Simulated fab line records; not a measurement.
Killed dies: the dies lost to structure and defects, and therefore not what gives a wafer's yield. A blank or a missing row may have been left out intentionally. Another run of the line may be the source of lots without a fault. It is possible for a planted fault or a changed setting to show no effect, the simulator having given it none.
Matching of chambers    flow gf180mcu    GF_STI_CMP_25 on cmp-02 has 4 sister chambers
The step polishes, stops on Si3N4, t overpolish 33 s, target thk 524.6 nm. 4 wafers are shown with their chamber, then 10 later ones without.

== WAFERS WITH THEIR CHAMBER ==
wafer   chamber  motor-current-A (A)
L117.6  0        10.6
L120.5  2        9.9
L121.2  1        14.6
L121.3  3        12.0

== WAFERS WHOSE CHAMBER IS MISSING ==
wafer   motor-current-A (A)
L121.5  11.3
L127.4  9.9
L127.5  12.1
L127.6  10.6
L129.1  13.5
L129.3  10.7
L129.6  12.0
L130.1  14.4
L130.4  12.3
L130.6  14.0

== CHAMBER TAKEN BY EACH ==
wafer   from the rows above           in truth
L121.5  can't be placed: 3 or 0 or 2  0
L127.4  can't be placed: 2 or 0       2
L127.5  3                             3
L127.6  can't be placed: 0 or 2       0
L129.1  can't be placed: 1 or 3       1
L129.3  can't be placed: 0 or 2       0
L129.6  3                             3
L130.1  1                             1
L130.4  3                             3
L130.6  1                             1
5 of 10 placed correctly. Can't be placed from these rows: 5 (the true chamber is among the candidates in 5). Number placed wrongly: 0.
How it was worked out, from the rows above alone: a wafer's distance from a chamber is the root of the sum, over the readings, of the square of ((its reading less the chamber's mean) divided by the reading's scatter). The wafer belongs to the nearest chamber; if the next one is less than 2 further off, it can't be placed. A chamber's mean is the mean of its shown wafers. The scatter: with one shown wafer a chamber, the root of the mean of the squares of how far each hidden wafer lies from its nearest shown one.
